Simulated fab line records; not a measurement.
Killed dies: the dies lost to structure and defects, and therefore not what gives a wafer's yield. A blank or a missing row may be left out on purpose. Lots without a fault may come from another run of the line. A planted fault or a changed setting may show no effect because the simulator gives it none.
fab line records | flow sky130
record lots=24 | wafers=72 | last-day=50
route steps=708 shown VIA1@482 METAL2@487 METAL3@533 PASSIVATION@681
lots with no fault: from the same line, run without faults
start-h: hours from the record's first day to the start of the lot's first wafer shown | wait-h: time in hours since the lot's previous step | " identical to the entry in the row above | L1.1+2: a row that stands for several wafers | - value missing, or start not given | * or withheld: withheld | < > ~ a bound
route shown NAME@n: NAME is a module with steps in the file, n the number in the route of the first one | usual: average and standard deviation across the fault-free wafers | same: alike in all rows | chamber/n: place in a boat | sites: per-site readings | _std_site: the standard deviation of these | _edge_site: inner sites' mean taken away from outer sites' mean | radius-mm: how far each site lies from the wafer's centre | mask NAME#n: copy n | behind: the tool/chamber that last shaped the wafer | hold: what put the lot on hold/how long, in hours/how the hold closed | device: the n, p or np transistor that did not switch | end of line: tests run on the same wafers once the route is complete | a step given without rows: its recipe and nothing more | killed: at the first sort, the dies lost to defects and structure; wafer yield is something else | map: a wafer's dies, x killed, . not, _ none there
set.NAME: the setting as run; set.NAME@STEP: as run at that earlier step | model.NAME: the simulator's own value behind a step, which no gauge read
route steps across a sampled set of lots; one table per step, one row per wafer
services: from which hour (start-h, from the record's first day; less than 0 if before it) a tool's chamber was out of use, for how many hours, and why
## steps
# step SKY_VIA1_CMP_24
# recipe stop-on=SiO2 | t-overpolish-s=15 | down-force-psi=3.5 | platen-rpm=60 | target-thk-nm=0 | pad-velocity-m-s=0.94248
# usual motor-current-A=11.7/1.4 | overpolish-run-s=15.001/0.0082 | slurry-flow-ml-min=150.1/0.51 | time-to-endpoint-s=64.0/2.6
lot.wafer | tool   | chamber | start-h | wait-h | motor-current-A | overpolish-run-s | slurry-flow-ml-min | time-to-endpoint-s
L074.3    | cmp-01 | 2       | 786.44  | 0.1    | 12.3            | 15.000           | 150.5              | 65.4
L074.2    | "      | 0       | "       | "      | 9.5             | 14.990           | 149.0              | 66.9
L074.5    | "      | 1       | "       | "      | 10.5            | 15.002           | 150.0              | 64.4
L077.2    | cmp-01 | 3       | 815.17  | 0.0    | 13.9            | 15.007           | 149.9              | 63.6
L077.6    | "      | 3       | "       | "      | 13.4            | 14.994           | 150.3              | 61.6
L077.5    | "      | 0       | "       | "      | 10.1            | 14.989           | 150.0              | 62.4
L075.3    | cmp-01 | 1       | 815.96  | 0.0    | 10.5            | 15.003           | 149.4              | 64.3
L075.4    | "      | 3       | "       | "      | 13.3            | 15.005           | 150.6              | 64.7
L075.2    | "      | 0       | "       | "      | 10.3            | 14.994           | 150.5              | 63.2
L076.1    | cmp-01 | 1       | 816.91  | 0.2    | 10.1            | 14.997           | 149.4              | 62.0
L076.5    | "      | 2       | "       | "      | 12.2            | 15.011           | 150.7              | 60.1
L076.6    | "      | 3       | "       | "      | 13.1            | 15.011           | 149.5              | 68.2
L078.4    | cmp-02 | 3       | 827.16  | 0.0    | 12.3            | 15.011           | 150.6              | 66.7
L078.2    | "      | 1       | "       | "      | 12.2            | 14.997           | 150.7              | 63.8
L078.3    | "      | 2       | "       | "      | 13.8            | 14.996           | 149.8              | 67.4
L079.2    | cmp-02 | 0       | 829.28  | 0.1    | 10.5            | 14.998           | 149.7              | 64.8
L079.1    | "      | 1       | "       | "      | 11.6            | 15.009           | 150.7              | 66.4
L079.6    | "      | 3       | "       | "      | 11.8            | 15.003           | 150.4              | 63.9
L080.2    | cmp-01 | 0       | 837.43  | 0.1    | 10.0            | 15.002           | 150.1              | 67.1
L080.4    | "      | 1       | "       | "      | 10.3            | 14.985           | 150.5              | 64.9
L080.6    | "      | 3       | "       | "      | 14.0            | 15.011           | 150.8              | 63.9
L081.4    | cmp-01 | 0       | 839.40  | 0.0    | 9.6             | 15.003           | 150.4              | 62.6
L081.3    | "      | 1       | "       | "      | 9.4             | 14.992           | 150.9              | 59.2
L081.2    | "      | 2       | "       | "      | 12.3            | 15.002           | 149.2              | 59.7
L082.3    | cmp-02 | 3       | 853.81  | 0.0    | 12.2            | 14.999           | 151.3              | 63.3
L082.4    | "      | 0       | "       | "      | 10.4            | 15.000           | 149.4              | 61.9
L082.5    | "      | 3       | "       | "      | 12.5            | 15.005           | 149.8              | 65.6
L083.3    | cmp-01 | 3       | 858.63  | 0.0    | 13.5            | 15.000           | 150.2              | 64.9
L083.4    | "      | 1       | "       | "      | 10.1            | 14.994           | 150.2              | 63.8
L083.6    | "      | 0       | "       | "      | 10.5            | 14.997           | 150.1              | 66.6
L084.2    | cmp-01 | 0       | 872.73  | 0.0    | 9.6             | 14.995           | 149.7              | 66.3
L084.1    | "      | 3       | "       | "      | 14.5            | 15.007           | 150.0              | 67.3
L084.5    | "      | 0       | "       | "      | 9.7             | 15.001           | 150.7              | 66.2
L085.1    | cmp-01 | 1       | 882.52  | 0.1    | 10.2            | 14.999           | 151.2              | 65.2
L085.3    | "      | 3       | "       | "      | 13.6            | 15.007           | 149.1              | 69.3
L085.6    | "      | 1       | "       | "      | 10.2            | 14.986           | 150.0              | 66.5
L086.1    | cmp-01 | 2       | 887.09  | 0.1    | 13.1            | 15.002           | 150.7              | 66.2
L086.2    | "      | 1       | "       | "      | 10.6            | 14.986           | 150.6              | 62.5
L086.6    | "      | 2       | "       | "      | 12.5            | 15.008           | 150.6              | 62.8
L088.1    | cmp-01 | 1       | 927.47  | 0.1    | 9.7             | 15.006           | 149.9              | 61.1
L088.5    | "      | 1       | "       | "      | 10.6            | 14.992           | 150.0              | 61.1
L088.6    | "      | 2       | "       | "      | 13.1            | 14.988           | 149.8              | 60.6
L087.2    | cmp-01 | 0       | 929.70  | 0.1    | 10.8            | 14.983           | 149.5              | 65.9
L087.3    | "      | 1       | "       | "      | 10.2            | 14.995           | 149.8              | 64.1
L087.5    | "      | 2       | "       | "      | 12.0            | 15.004           | 150.0              | 64.2
L090.4    | cmp-02 | 1       | 931.36  | 0.2    | 12.4            | 15.006           | 150.6              | 62.9
L090.6    | "      | 2       | "       | "      | 13.2            | 14.992           | 149.8              | 63.5
L090.5    | "      | 3       | "       | "      | 11.1            | 15.011           | 149.8              | 62.8
L092.4    | cmp-01 | 3       | 932.52  | 0.1    | 14.2            | 15.006           | 150.1              | 65.1
L092.6    | "      | 2       | "       | "      | 12.4            | 14.996           | 149.8              | 61.1
L092.5    | "      | 3       | "       | "      | 14.2            | 15.008           | 150.3              | 62.6
L089.4    | cmp-01 | 2       | 932.80  | 0.0    | 12.4            | 15.005           | 149.5              | 56.8
L089.2    | "      | 0       | "       | "      | 9.7             | 15.010           | 150.2              | 64.7
L089.5    | "      | 3       | "       | "      | 13.1            | 15.001           | 151.0              | 64.7
L091.2    | cmp-01 | 3       | 933.45  | 0.2    | 13.4            | 15.003           | 150.1              | 65.7
L091.1    | "      | 0       | "       | "      | 10.0            | 15.001           | 150.3              | 61.8
L091.6    | "      | 3       | "       | "      | 13.1            | 15.011           | 150.0              | 63.5
L093.2    | cmp-02 | 2       | 935.11  | 0.0    | 13.4            | 15.005           | 151.8              | 66.7
L093.3    | "      | 0       | "       | "      | 9.9             | 15.000           | 150.3              | 67.3
L093.4    | "      | 1       | "       | "      | 11.6            | 15.002           | 148.9              | 63.8
L094.3    | cmp-01 | 1       | 945.81  | 0.0    | 11.2            | 14.993           | 149.9              | 66.2
L094.1    | "      | 2       | "       | "      | 12.9            | 14.994           | 149.8              | 65.2
L094.6    | "      | 1       | "       | "      | 11.1            | 14.997           | 149.6              | 64.6
L096.4    | cmp-02 | 2       | 971.82  | 0.1    | 13.1            | 14.999           | 149.2              | 65.4
L096.1    | "      | 3       | "       | "      | 12.2            | 14.996           | 149.3              | 63.5
L096.5    | "      | 1       | "       | "      | 12.1            | 15.006           | 150.5              | 59.6
L095.1    | cmp-02 | 2       | 973.59  | 0.1    | 13.1            | 14.991           | 149.9              | 66.3
L095.5    | "      | 0       | "       | "      | 10.1            | 15.003           | 149.6              | 65.3
L095.6    | "      | 1       | "       | "      | 12.0            | 15.002           | 150.3              | 66.9
L097.2    | cmp-02 | 2       | 975.59  | 0.1    | 12.7            | 14.999           | 149.6              | 64.0
L097.1    | "      | 3       | "       | "      | 12.0            | 14.992           | 149.8              | 63.9
L097.5    | "      | 0       | "       | "      | 9.7             | 15.003           | 148.8              | 60.3
# step SKY_METAL2_SPUTTER_04
# recipe material=TiN | target-thk-nm=70 | power-w=6500 | time-s=58.3 | chamber-pressure-pa=0.4
# usual throttle-valve-pct=30.5/1.1
# same time-s=58.3
lot.wafer | tool           | chamber | start-h | wait-h | throttle-valve-pct
L074.2    | pvd-sputter-03 | -       | 786.78  | 0.0    | 30.8
L074.3    | "              | -       | "       | "      | 29.1
L074.5    | "              | -       | "       | "      | 31.1
L077.2    | pvd-sputter-03 | -       | 815.56  | 0.0    | 29.4
L077.5    | "              | -       | "       | "      | 29.8
L077.6    | "              | -       | "       | "      | 29.2
L075.2    | pvd-sputter-03 | -       | 816.36  | 0.0    | 29.1
L075.3    | "              | -       | "       | "      | 29.7
L075.4    | "              | -       | "       | "      | 31.1
L076.1    | pvd-sputter-02 | -       | 817.16  | 0.0    | 31.6
L076.5    | "              | -       | "       | "      | 32.1
L076.6    | "              | -       | "       | "      | 29.7
L078.2    | pvd-sputter-03 | -       | 827.55  | 0.0    | 29.9
L078.3    | "              | -       | "       | "      | 29.2
L078.4    | "              | -       | "       | "      | 28.8
L079.1    | pvd-sputter-03 | -       | 829.57  | 0.0    | 31.1
L079.2    | "              | -       | "       | "      | 29.7
L079.6    | "              | -       | "       | "      | 29.3
L080.2    | pvd-sputter-02 | -       | 837.72  | 0.0    | 31.7
L080.4    | "              | -       | "       | "      | 31.9
L080.6    | "              | -       | "       | "      | 29.4
L081.2    | pvd-sputter-02 | -       | 839.79  | 0.0    | 31.9
L081.3    | "              | -       | "       | "      | 31.8
L081.4    | "              | -       | "       | "      | 30.1
L082.3    | pvd-sputter-03 | -       | 854.20  | 0.0    | 30.0
L082.4    | "              | -       | "       | "      | 29.1
L082.5    | "              | -       | "       | "      | 29.4
L083.3    | pvd-sputter-02 | -       | 859.02  | 0.0    | 32.0
L083.4    | "              | -       | "       | "      | 32.0
L083.6    | "              | -       | "       | "      | 31.5
L084.1    | pvd-sputter-01 | -       | 873.12  | 0.0    | 32.4
L084.2    | "              | -       | "       | "      | 30.2
L084.5    | "              | -       | "       | "      | 30.8
L085.1    | pvd-sputter-02 | -       | 882.86  | 0.0    | 30.1
L085.3    | "              | -       | "       | "      | 31.5
L085.6    | "              | -       | "       | "      | 31.6
L086.1    | pvd-sputter-02 | -       | 887.48  | 0.0    | 31.8
L086.2    | "              | -       | "       | "      | 30.3
L086.6    | "              | -       | "       | "      | 31.7
L088.1    | pvd-sputter-01 | -       | 927.86  | 0.0    | 32.2
L088.5    | "              | -       | "       | "      | 30.3
L088.6    | "              | -       | "       | "      | 30.6
L087.2    | pvd-sputter-01 | -       | 929.99  | 0.0    | 32.4
L087.3    | "              | -       | "       | "      | 31.2
L087.5    | "              | -       | "       | "      | 31.2
L090.4    | pvd-sputter-01 | -       | 931.60  | 0.0    | 30.4
L090.5    | "              | -       | "       | "      | 30.6
L090.6    | "              | -       | "       | "      | 32.5
L092.4    | pvd-sputter-01 | -       | 932.86  | 0.0    | 30.7
L092.5    | "              | -       | "       | "      | 30.3
L092.6    | "              | -       | "       | "      | 30.5
L089.2    | pvd-sputter-01 | -       | 933.19  | 0.0    | 30.6
L089.4    | "              | -       | "       | "      | 31.4
L089.5    | "              | -       | "       | "      | 30.4
L091.1    | pvd-sputter-03 | -       | 933.79  | 0.0    | 29.1
L091.2    | "              | -       | "       | "      | 29.5
L091.6    | "              | -       | "       | "      | 29.2
L093.2    | pvd-sputter-02 | -       | 935.50  | 0.0    | 30.1
L093.3    | "              | -       | "       | "      | 31.9
L093.4    | "              | -       | "       | "      | 29.0
L094.1    | pvd-sputter-02 | -       | 946.20  | 0.0    | 31.7
L094.3    | "              | -       | "       | "      | 30.3
L094.6    | "              | -       | "       | "      | 31.5
L096.1    | pvd-sputter-03 | -       | 972.12  | 0.0    | 28.9
L096.4    | "              | -       | "       | "      | 29.4
L096.5    | "              | -       | "       | "      | 29.8
L095.1    | pvd-sputter-02 | -       | 973.88  | 0.0    | 30.2
L095.5    | "              | -       | "       | "      | 31.9
L095.6    | "              | -       | "       | "      | 29.5
L097.1    | pvd-sputter-02 | -       | 975.88  | 0.0    | 29.2
L097.2    | "              | -       | "       | "      | 32.2
L097.5    | "              | -       | "       | "      | 31.6
# step SKY_METAL2_RS_MEAS_05
# recipe thk-meas-gauge=four-point-probe | reads=TiN_of_METAL2_SPUTTER_04+Ti_of_METAL2_SPUTTER_03+AlCu_of_METAL2_SPUTTER_02+TiN_of_METAL2_SPUTTER_01+Ti_of_METAL2_SPUTTER_00
# usual METAL2_ALCU_RS=0.1264/0.001
lot.wafer | tool          | chamber | start-h | wait-h | METAL2_ALCU_RS[ohm/sq]
L074.2    | film-metro-02 | -       | 786.85  | 0.0    | 0.1266
L074.3    | "             | -       | "       | "      | 0.1256
L074.5    | "             | -       | "       | "      | 0.1253
L077.2    | film-metro-04 | -       | 815.63  | 0.0    | 0.1272
L077.5    | "             | -       | "       | "      | 0.1268
L077.6    | "             | -       | "       | "      | 0.1271
L075.2    | film-metro-02 | -       | 816.42  | 0.0    | 0.1263
L075.3    | "             | -       | "       | "      | 0.1265
L075.4    | "             | -       | "       | "      | 0.1273
L076.1    | film-metro-02 | -       | 817.20  | 0.0    | 0.1261
L076.5    | "             | -       | "       | "      | 0.1244
L076.6    | "             | -       | "       | "      | 0.1255
L078.2    | film-metro-04 | -       | 827.62  | 0.0    | 0.1256
L078.3    | "             | -       | "       | "      | 0.1269
L078.4    | "             | -       | "       | "      | 0.1271
L079.1    | film-metro-02 | -       | 829.62  | 0.0    | 0.1272
L079.2    | "             | -       | "       | "      | 0.1268
L079.6    | "             | -       | "       | "      | 0.1259
L080.2    | film-metro-04 | -       | 837.79  | 0.0    | 0.1255
L080.4    | "             | -       | "       | "      | 0.1264
L080.6    | "             | -       | "       | "      | 0.1262
L081.2    | film-metro-04 | -       | 839.86  | 0.0    | 0.1276
L081.3    | "             | -       | "       | "      | 0.1277
L081.4    | "             | -       | "       | "      | 0.1278
L082.3    | film-metro-01 | -       | 854.29  | 0.1    | 0.1274
L082.4    | "             | -       | "       | "      | 0.1274
L082.5    | "             | -       | "       | "      | 0.1277
L083.3    | film-metro-04 | -       | 859.11  | 0.1    | 0.1266
L083.4    | "             | -       | "       | "      | 0.1283
L083.6    | "             | -       | "       | "      | 0.1269
L084.1    | film-metro-04 | -       | 873.17  | 0.0    | 0.1252
L084.2    | "             | -       | "       | "      | 0.1252
L084.5    | "             | -       | "       | "      | 0.1248
L085.1    | film-metro-01 | -       | 882.91  | 0.0    | 0.1284
L085.3    | "             | -       | "       | "      | 0.1271
L085.6    | "             | -       | "       | "      | 0.1277
L086.1    | film-metro-01 | -       | 887.53  | 0.0    | 0.1258
L086.2    | "             | -       | "       | "      | 0.1261
L086.6    | "             | -       | "       | "      | 0.1271
L088.1    | film-metro-01 | -       | 927.91  | 0.0    | 0.1258
L088.5    | "             | -       | "       | "      | 0.1270
L088.6    | "             | -       | "       | "      | 0.1264
L087.2    | film-metro-02 | -       | 930.06  | 0.0    | 0.1253
L087.3    | "             | -       | "       | "      | 0.1254
L087.5    | "             | -       | "       | "      | 0.1249
L090.4    | film-metro-04 | -       | 931.71  | 0.1    | 0.1273
L090.5    | "             | -       | "       | "      | 0.1263
L090.6    | "             | -       | "       | "      | 0.1264
L092.4    | film-metro-01 | -       | 932.97  | 0.1    | 0.1250
L092.5    | "             | -       | "       | "      | 0.1262
L092.6    | "             | -       | "       | "      | 0.1249
L089.2    | film-metro-02 | -       | 933.26  | 0.0    | 0.1267
L089.4    | "             | -       | "       | "      | 0.1253
L089.5    | "             | -       | "       | "      | 0.1249
L091.1    | film-metro-02 | -       | 933.84  | 0.0    | 0.1253
L091.2    | "             | -       | "       | "      | 0.1255
L091.6    | "             | -       | "       | "      | 0.1259
L093.2    | film-metro-02 | -       | 935.57  | 0.0    | 0.1249
L093.3    | "             | -       | "       | "      | 0.1240
L093.4    | "             | -       | "       | "      | 0.1246
L094.1    | film-metro-01 | -       | 946.25  | 0.0    | 0.1267
L094.3    | "             | -       | "       | "      | 0.1267
L094.6    | "             | -       | "       | "      | 0.1262
L096.1    | film-metro-02 | -       | 972.16  | 0.0    | 0.1285
L096.4    | "             | -       | "       | "      | 0.1284
L096.5    | "             | -       | "       | "      | 0.1275
L095.1    | film-metro-04 | -       | 973.93  | 0.0    | 0.1254
L095.5    | "             | -       | "       | "      | 0.1264
L095.6    | "             | -       | "       | "      | 0.1253
L097.1    | film-metro-01 | -       | 975.93  | 0.0    | 0.1269
L097.2    | "             | -       | "       | "      | 0.1264
L097.5    | "             | -       | "       | "      | 0.1257
# step SKY_METAL3_SPUTTER_01
# recipe material=TiN | target-thk-nm=20 | power-w=6500 | time-s=16.7 | chamber-pressure-pa=0.4
# usual throttle-valve-pct=30.3/0.96
# same time-s=16.7
lot.wafer | tool           | chamber | start-h | wait-h | throttle-valve-pct
L074.2    | pvd-sputter-03 | -       | 841.82  | 0.0    | 29.7
L074.3    | "              | -       | "       | "      | 31.2
L074.5    | "              | -       | "       | "      | 31.0
L077.2    | pvd-sputter-02 | -       | 872.13  | 0.0    | 29.3
L077.5    | "              | -       | "       | "      | 30.1
L077.6    | "              | -       | "       | "      | 31.6
L075.2    | pvd-sputter-04 | -       | 873.46  | 0.0    | 31.2
L075.3    | "              | -       | "       | "      | 28.8
L075.4    | "              | -       | "       | "      | 30.0
L076.1    | pvd-sputter-02 | -       | 874.34  | 0.0    | 31.7
L076.5    | "              | -       | "       | "      | 30.1
L076.6    | "              | -       | "       | "      | 31.9
L078.2    | pvd-sputter-04 | -       | 884.38  | 0.0    | 30.7
L078.3    | "              | -       | "       | "      | 29.1
L078.4    | "              | -       | "       | "      | 31.2
L079.1    | pvd-sputter-04 | -       | 885.37  | 0.0    | 29.1
L079.2    | "              | -       | "       | "      | 30.3
L079.6    | "              | -       | "       | "      | 30.5
L080.2    | pvd-sputter-04 | -       | 894.16  | 0.0    | 30.9
L080.4    | "              | -       | "       | "      | 29.0
L080.6    | "              | -       | "       | "      | 30.6
L081.2    | pvd-sputter-04 | -       | 896.48  | 0.0    | 29.1
L081.3    | "              | -       | "       | "      | 30.2
L081.4    | "              | -       | "       | "      | 30.6
L082.3    | pvd-sputter-02 | -       | 909.77  | 0.0    | 32.3
L082.4    | "              | -       | "       | "      | 29.3
L082.5    | "              | -       | "       | "      | 31.7
L083.3    | pvd-sputter-03 | -       | 913.43  | 0.0    | 29.8
L083.4    | "              | -       | "       | "      | 31.3
L083.6    | "              | -       | "       | "      | 29.5
L084.1    | pvd-sputter-02 | -       | 927.36  | 0.0    | 31.9
L084.2    | "              | -       | "       | "      | 30.0
L084.5    | "              | -       | "       | "      | 31.9
L085.1    | pvd-sputter-03 | -       | 936.46  | 0.0    | 31.2
L085.3    | "              | -       | "       | "      | 29.1
L085.6    | "              | -       | "       | "      | 29.8
L086.1    | pvd-sputter-02 | -       | 939.62  | 0.0    | 30.1
L086.2    | "              | -       | "       | "      | 32.2
L086.6    | "              | -       | "       | "      | 30.3
L088.1    | pvd-sputter-04 | -       | 979.89  | 0.0    | 30.3
L088.5    | "              | -       | "       | "      | 31.3
L088.6    | "              | -       | "       | "      | 28.9
L087.2    | pvd-sputter-02 | -       | 981.72  | 0.0    | 30.2
L087.3    | "              | -       | "       | "      | 29.1
L087.5    | "              | -       | "       | "      | 31.8
L090.4    | pvd-sputter-02 | -       | 982.54  | 0.0    | 30.2
L090.5    | "              | -       | "       | "      | 31.4
L090.6    | "              | -       | "       | "      | 29.2
L092.4    | pvd-sputter-03 | -       | 983.62  | 0.0    | 30.8
L092.5    | "              | -       | "       | "      | 29.5
L092.6    | "              | -       | "       | "      | 29.3
L089.2    | pvd-sputter-04 | -       | 984.22  | 0.0    | 29.0
L089.4    | "              | -       | "       | "      | 30.7
L089.5    | "              | -       | "       | "      | 29.0
L091.1    | pvd-sputter-04 | -       | 986.03  | 0.0    | 30.3
L091.2    | "              | -       | "       | "      | 29.9
L091.6    | "              | -       | "       | "      | 30.4
L093.2    | pvd-sputter-04 | -       | 986.94  | 0.0    | 31.2
L093.3    | "              | -       | "       | "      | 29.2
L093.4    | "              | -       | "       | "      | 30.6
L094.1    | pvd-sputter-04 | -       | 995.33  | 0.0    | 30.6
L094.3    | "              | -       | "       | "      | 29.1
L094.6    | "              | -       | "       | "      | 29.9
L096.1    | pvd-sputter-02 | -       | 1021.97 | 0.0    | 29.2
L096.4    | "              | -       | "       | "      | 31.6
L096.5    | "              | -       | "       | "      | 30.3
L095.1    | pvd-sputter-03 | -       | 1022.98 | 0.0    | 29.5
L095.5    | "              | -       | "       | "      | 31.3
L095.6    | "              | -       | "       | "      | 29.2
L097.1    | pvd-sputter-03 | -       | 1025.23 | 0.0    | 31.1
L097.2    | "              | -       | "       | "      | 29.2
L097.5    | "              | -       | "       | "      | 30.8
# step SKY_PASSIVATION_CVD_00
# recipe material=SiO2 | target-thk-nm=90 | temp-c=400 | time-s=withheld | rf-w=600
# usual heater-power-w=642/84
lot.wafer | tool     | chamber | start-h | wait-h | heater-power-w
L074.2    | pecvd-02 | 0       | 1022.75 | 0.0    | 581
L074.3    | "        | 2       | "       | "      | 604
L074.5    | "        | 2       | "       | "      | 603
L075.2    | pecvd-03 | 0       | 1047.07 | 0.0    | 616
L075.3    | "        | 2       | "       | "      | 689
L075.4    | "        | 2       | "       | "      | 707
L077.2    | pecvd-01 | 2       | 1049.04 | 0.0    | 882
L077.5    | "        | 0       | "       | "      | 751
L077.6    | "        | 2       | "       | "      | 881
L076.1    | pecvd-02 | 0       | 1051.46 | 0.0    | 640
L076.5    | "        | 0       | "       | "      | 634
L076.6    | "        | 2       | "       | "      | 538
L078.2    | pecvd-03 | 2       | 1058.49 | 0.0    | 681
L078.3    | "        | 0       | "       | "      | 467
L078.4    | "        | 2       | "       | "      | 675
L079.1    | pecvd-02 | 0       | 1059.79 | 0.0    | 621
L079.2    | "        | 2       | "       | "      | 486
L079.6    | "        | 2       | "       | "      | 491
L080.2    | pecvd-02 | 1       | 1063.59 | 0.0    | 719
L080.4    | "        | 0       | "       | "      | 663
L080.6    | "        | 1       | "       | "      | 711
L081.2    | pecvd-01 | 2       | 1067.52 | 0.0    | 762
L081.3    | "        | 1       | "       | "      | 679
L081.4    | "        | 0       | "       | "      | 741
L082.3    | pecvd-02 | 0       | 1081.19 | 0.0    | 659
L082.4    | "        | 2       | "       | "      | 519
L082.5    | "        | 0       | "       | "      | 652
L083.3    | pecvd-02 | 1       | 1082.44 | 0.0    | 730
L083.4    | "        | 0       | "       | "      | 606
L083.6    | "        | 2       | "       | "      | 502
L084.1    | pecvd-01 | 0       | 1094.76 | 0.0    | 710
L084.2    | "        | 2       | "       | "      | 859
L084.5    | "        | 2       | "       | "      | 862
L085.1    | pecvd-03 | 0       | 1103.40 | 0.0    | 571
L085.3    | "        | 2       | "       | "      | 674
L085.6    | "        | 2       | "       | "      | 665
L086.1    | pecvd-03 | 1       | 1104.00 | 0.0    | 681
L086.2    | "        | 2       | "       | "      | 625
L086.6    | "        | 0       | "       | "      | 594
L088.1    | pecvd-02 | 0       | 1136.73 | 0.0    | 670
L088.5    | "        | 0       | "       | "      | 527
L088.6    | "        | 0       | "       | "      | 554
L087.2    | pecvd-03 | 0       | 1139.60 | 0.0    | 591
L087.3    | "        | 1       | "       | "      | 597
L087.5    | "        | 2       | "       | "      | 646
L090.4    | pecvd-02 | 2       | 1140.67 | 0.0    | 598
L090.5    | "        | 2       | "       | "      | 584
L090.6    | "        | 0       | "       | "      | 591
L092.4    | pecvd-01 | 1       | 1141.65 | 0.0    | 657
L092.5    | "        | 2       | "       | "      | 696
L092.6    | "        | 0       | "       | "      | 728
L089.2    | pecvd-03 | 0       | 1143.71 | 0.0    | 545
L089.4    | "        | 1       | "       | "      | 721
L089.5    | "        | 2       | "       | "      | 722
L091.1    | pecvd-02 | 2       | 1144.10 | 0.0    | 554
L091.2    | "        | 0       | "       | "      | 606
L091.6    | "        | 2       | "       | "      | 562
L093.2    | pecvd-01 | 2       | 1144.75 | 0.0    | 790
L093.3    | "        | 2       | "       | "      | 802
L093.4    | "        | 0       | "       | "      | 674
L094.1    | pecvd-02 | 2       | 1150.00 | 0.0    | 549
L094.3    | "        | 0       | "       | "      | 635
L094.6    | "        | 2       | "       | "      | 566
L096.1    | pecvd-01 | 0       | 1169.20 | 0.0    | 739
L096.4    | "        | 1       | "       | "      | 592
L096.5    | "        | 2       | "       | "      | 749
L095.1    | pecvd-02 | 1       | 1171.09 | 0.0    | 632
L095.5    | "        | 2       | "       | "      | 563
L095.6    | "        | 0       | "       | "      | 563
L097.1    | pecvd-03 | 2       | 1171.39 | 0.0    | 677
L097.2    | "        | 0       | "       | "      | 573
L097.5    | "        | 0       | "       | "      | 572
# step SKY_PASSIVATION_THK_MEAS_03
# recipe reads=Si3N4_of_PASSIVATION_CVD_02
# usual PASSIVATION_CVD_02_THK=542/5.6
lot.wafer | tool          | chamber | start-h | wait-h | PASSIVATION_CVD_02_THK[nm]
L074.2    | film-metro-03 | -       | 1023.08 | -      | 547
L074.3    | "             | -       | "       | "      | 542
L074.5    | "             | -       | "       | "      | 546
L075.2    | film-metro-04 | -       | 1047.50 | -      | 538
L075.3    | "             | -       | "       | "      | 555
L075.4    | "             | -       | "       | "      | 544
L077.2    | film-metro-02 | -       | 1049.36 | -      | 531
L077.5    | "             | -       | "       | "      | 545
L077.6    | "             | -       | "       | "      | 544
L076.1    | film-metro-02 | -       | 1051.77 | -      | 541
L076.5    | "             | -       | "       | "      | 544
L076.6    | "             | -       | "       | "      | 540
L078.2    | film-metro-03 | -       | 1058.80 | -      | 538
L078.3    | "             | -       | "       | "      | 535
L078.4    | "             | -       | "       | "      | 546
L079.1    | film-metro-02 | -       | 1060.10 | -      | 543
L079.2    | "             | -       | "       | "      | 535
L079.6    | "             | -       | "       | "      | 548
L080.2    | film-metro-03 | -       | 1063.91 | -      | 544
L080.4    | "             | -       | "       | "      | 552
L080.6    | "             | -       | "       | "      | 546
L081.2    | film-metro-03 | -       | 1067.84 | -      | 545
L081.3    | "             | -       | "       | "      | 538
L081.4    | "             | -       | "       | "      | 549
L082.3    | film-metro-02 | -       | 1081.51 | -      | 542
L082.4    | "             | -       | "       | "      | 538
L082.5    | "             | -       | "       | "      | 540
L083.3    | film-metro-02 | -       | 1082.77 | -      | 544
L083.4    | "             | -       | "       | "      | 551
L083.6    | "             | -       | "       | "      | 551
L084.1    | film-metro-03 | -       | 1095.07 | -      | 540
L084.2    | "             | -       | "       | "      | 538
L084.5    | "             | -       | "       | "      | 557
L085.1    | film-metro-02 | -       | 1103.86 | -      | 533
L085.3    | "             | -       | "       | "      | 544
L085.6    | "             | -       | "       | "      | 542
L086.1    | film-metro-02 | -       | 1104.31 | -      | 532
L086.2    | "             | -       | "       | "      | 537
L086.6    | "             | -       | "       | "      | 542
L088.1    | film-metro-04 | -       | 1137.08 | -      | 533
L088.5    | "             | -       | "       | "      | 543
L088.6    | "             | -       | "       | "      | 543
L087.2    | film-metro-02 | -       | 1140.03 | -      | 535
L087.3    | "             | -       | "       | "      | 541
L087.5    | "             | -       | "       | "      | 547
L090.4    | film-metro-03 | -       | 1141.01 | -      | 551
L090.5    | "             | -       | "       | "      | 549
L090.6    | "             | -       | "       | "      | 547
L092.4    | film-metro-03 | -       | 1142.09 | -      | 543
L092.5    | "             | -       | "       | "      | 542
L092.6    | "             | -       | "       | "      | 542
L089.2    | film-metro-04 | -       | 1144.14 | -      | 547
L089.4    | "             | -       | "       | "      | 543
L089.5    | "             | -       | "       | "      | 544
L091.1    | film-metro-04 | -       | 1144.42 | -      | 535
L091.2    | "             | -       | "       | "      | 539
L091.6    | "             | -       | "       | "      | 547
L093.2    | film-metro-03 | -       | 1145.19 | -      | 536
L093.3    | "             | -       | "       | "      | 543
L093.4    | "             | -       | "       | "      | 551
L094.1    | film-metro-04 | -       | 1150.31 | -      | 540
L094.3    | "             | -       | "       | "      | 539
L094.6    | "             | -       | "       | "      | 547
L096.1    | film-metro-02 | -       | 1169.51 | -      | 539
L096.4    | "             | -       | "       | "      | 540
L096.5    | "             | -       | "       | "      | 542
L095.1    | film-metro-02 | -       | 1171.45 | -      | 532
L095.5    | "             | -       | "       | "      | 538
L095.6    | "             | -       | "       | "      | 541
L097.1    | film-metro-02 | -       | 1171.79 | -      | 531
L097.2    | "             | -       | "       | "      | 538
L097.5    | "             | -       | "       | "      | 541
## services
tool           | chamber | start-h | hours | kind
pvd-sputter-04 | -       | 765.86  | 0.5   | repair
cmp-01         | -       | 792.24  | 4.7   | pm
pvd-sputter-02 | -       | 803.55  | 0.5   | repair
cmp-01         | -       | 819.24  | 15.2  | pm
cmp-01         | -       | 903.06  | 1.9   | repair
cmp-02         | -       | 909.36  | 3.7   | repair
cmp-01         | -       | 918.48  | 4.0   | pm
pecvd-02       | 2       | 923.77  | 22.1  | repair
cmp-02         | -       | 944.08  | 5.3   | pm
cmp-01         | -       | 951.34  | 1.1   | repair
cmp-01         | -       | 951.41  | 1.3   | repair
pvd-sputter-02 | -       | 961.41  | 1.0   | repair
pvd-sputter-04 | -       | 1003.23 | 9.5   | repair
cmp-02         | -       | 1012.77 | 1.6   | repair
pvd-sputter-04 | -       | 1027.26 | 2.3   | repair
pvd-sputter-04 | -       | 1042.01 | 5.0   | repair
cmp-02         | -       | 1042.36 | 1.5   | repair
pvd-sputter-03 | -       | 1059.42 | 3.0   | repair
cmp-02         | -       | 1084.00 | 4.0   | pm
pvd-sputter-04 | -       | 1094.98 | 1.6   | repair
pvd-sputter-02 | -       | 1108.06 | 4.8   | repair
pvd-sputter-03 | -       | 1113.77 | 1.7   | repair
pecvd-02       | 2       | 1121.64 | 18.7  | repair
cmp-01         | -       | 1161.22 | 3.7   | pm
## key
fault none
